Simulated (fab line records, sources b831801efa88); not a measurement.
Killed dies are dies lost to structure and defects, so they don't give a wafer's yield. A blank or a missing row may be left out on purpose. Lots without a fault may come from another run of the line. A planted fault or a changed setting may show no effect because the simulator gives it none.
A struck lot beside a sound one | flow gf180mcu | 19 steps out of a route of 602
Sound: wafers L317.4, L317.5, L317.6. Struck: wafers L325.3, L325.4, L325.6. The cause comes at the end.
At each step with rows: each side's tool, then ch and its chambers, then its first start. Under that, the readings that differ: sound wafers | struck wafers | difference of the means | sigmas: that difference in standard deviations of wafers without a fault.
alike: readings whose means differ by less than 2 such deviations, and words and numbers that are the same on both sides. not compared: withheld readings, readings that some wafer has no value for, bounds like >300 that may hide the same value, and numbers for which the record gives no deviation and whose values overlap.
The two part at a step that has a row with sigmas, a row that says differs or no value, or rows on one side only. Numbers that don't overlap but have no deviation are shown without sigmas and don't part them. A reading that every wafer of one side lacks parts them only if that side has two wafers or more.

first, 1 step without rows for these wafers: GF_NSD_IMPLANT_10.
GF_NSD_STRIP_11: strips in O2/N2.
  sound on plasma_asher-01 ch 0,1, day 13 14:57; struck on plasma_asher-03 ch 0,1, day 16 07:58
  alike: drypump_motor_current_A, heater_power_w, oes_product_au, strip_time_to_endpoint_s
  not compared: rf_hours_counter_h
GF_NSD_TW_MEAS_12:
  sound on film_metro-02, day 13 15:02; struck on film_metro-02, day 16 08:03
  alike: NSD_TW
then, 7 steps without rows for these wafers: GF_PSD_DEHYDRATE_00 (time 60 s); GF_PSD_HMDS_01 (prime time 60 s); GF_PSD_COAT_02 (resist thk 1000 nm); GF_PSD_SOFTBAKE_03 (time 60 s); GF_PSD_EXPOSE_04 (exposes mask Pplus, target cd 400 nm); GF_PSD_PEB_05; GF_PSD_DEVELOP_06 (develop time 60 s).
GF_PSD_CD_MEAS_07: target cd 400 nm.
  sound on cd_sem-01, day 14 10:14; struck on cd_sem-02, day 17 05:55
  alike: cd_nm
GF_PSD_OVL_MEAS_08:
  sound on overlay-01, day 14 10:19; struck on overlay-02, day 17 06:00
  alike: PSD_OVL
GF_PSD_IMPLANT_09:
  sound on implanter-03 ch 0, day 14 10:25; struck on implanter-03 ch 0, day 17 06:05
  reading                   | sound             | struck            | difference | sigmas
  implant_ion_amu           | 49 49 49          | 75 75 75          | +26        |
  model.implant.drp_nm (nm) | 15.87 15.87 15.87 | 11.92 11.92 11.92 | -3.95      |
  model.implant.rp_nm (nm)  | 28.97 28.97 28.97 | 26.47 26.47 26.47 | -2.50      |
  alike: faraday_current_uA
GF_PSD_STRIP_10: strips in O2/N2.
  sound on plasma_asher-03 ch 0,1, day 14 10:31; struck on plasma_asher-03 ch 0,1, day 17 06:13
  reading                      | sound             | struck            | difference | sigmas
  strip_time_to_endpoint_s (s) | 16.50 16.49 16.52 | 16.67 16.64 16.68 | +0.16      | +4
  alike: drypump_motor_current_A, heater_power_w, oes_product_au
  not compared: rf_hours_counter_h
GF_PSD_TW_MEAS_11:
  sound on film_metro-04, day 14 10:37; struck on film_metro-04, day 17 06:31
  reading | sound          | struck         | difference | sigmas
  PSD_TW  | 3210 3231 3221 | 3734 3734 3723 | +510       | +16
  not compared: hold
GF_PSD_RTA_13: time 20 s.
  sound on rtp_anneal-01 ch 0, day 14 10:44; struck on rtp_anneal-02 ch 0, day 17 09:41
  reading            | sound          | struck         | difference | sigmas
  lamp_power_pct (%) | 34.6 34.6 34.5 | 28.8 28.8 28.8 | -5.8       | -2
  alike: wafer_temp_C_max
GF_PSD_RS_MEAS_14: measures by four-point-probe.
  sound on film_metro-04, day 14 10:50; struck on film_metro-03, day 17 09:46
  alike: NSD_RS
GF_PSD_RS_MEAS_15: measures by four-point-probe.
  sound on film_metro-04, day 14 10:58; struck on film_metro-03, day 17 10:11
  reading         | sound                | struck            | difference | sigmas
  PSD_RS (ohm/sq) | 108.30 108.31 108.47 | 52.04 52.32 52.06 | -56.22     | -99 or more
  not compared: hold
GF_PASSIVATION_PROBE_99:
  the record has rows for the sound wafers here (prober-02, day 29 05:47) and none for the struck ones

WHERE THEY PART
First at GF_PSD_STRIP_10; last, within this record, at GF_PASSIVATION_PROBE_99.

WHY: what the simulator had put in
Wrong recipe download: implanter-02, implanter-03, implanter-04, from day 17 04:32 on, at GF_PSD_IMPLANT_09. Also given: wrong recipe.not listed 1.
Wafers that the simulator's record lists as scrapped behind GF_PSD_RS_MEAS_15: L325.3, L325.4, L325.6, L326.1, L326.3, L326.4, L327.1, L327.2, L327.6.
